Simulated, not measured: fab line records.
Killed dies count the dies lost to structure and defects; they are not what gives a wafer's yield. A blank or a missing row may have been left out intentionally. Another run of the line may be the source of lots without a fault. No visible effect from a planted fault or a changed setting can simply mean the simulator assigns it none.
The tool behind it: which one?    flow sfq line    7 lots (19 wafers sampled), 1 step of a 325-step route

## WHAT THE GAUGES SHOWED, per wafer
SFQ_M4_OVL_MEAS_926.
lot   measured      on          M4_OVL (nm)
L953  day 40 06:41  overlay-01  5 -1 6
L955  day 41 17:55  overlay-02  -3 -5 -4
L957  day 42 08:14  overlay-02  -11 -7
L961  day 42 20:14  overlay-02  2 4
L970  day 55 01:38  overlay-01  -3 -8 -6
L972  day 56 11:14  overlay-01  -1 1 -2
L974  day 56 16:03  overlay-02  -8 -3 -12

## WHAT TOOL EACH LOT RAN ON (gives the tool, then ch and the chambers of the sampled wafers, and finally the start)
The record holds no process step before these readings.

## THE ANSWER, worked out from the rows above alone
Rule: what is usual is taken from the lots themselves. Put in order of their means at a reading, lots are off if they are a third of the lots or fewer, leave a main group of 4 or more, and stand apart from it by a gap of 3 or more times the standard deviation of the main group's means; of several such gaps the widest counts. A main group whose means are all the same, to the digits that the tables above print for the reading, isn't used. A lot without any number at a reading at which 4 lots or more have one is off too. Where the step has rows for the other lots, those lots are counted as sound.
No lot is off on any of the readings shown, so nothing can be concluded from this.

## WHAT HAD BEEN PUT IN BY THE SIMULATOR
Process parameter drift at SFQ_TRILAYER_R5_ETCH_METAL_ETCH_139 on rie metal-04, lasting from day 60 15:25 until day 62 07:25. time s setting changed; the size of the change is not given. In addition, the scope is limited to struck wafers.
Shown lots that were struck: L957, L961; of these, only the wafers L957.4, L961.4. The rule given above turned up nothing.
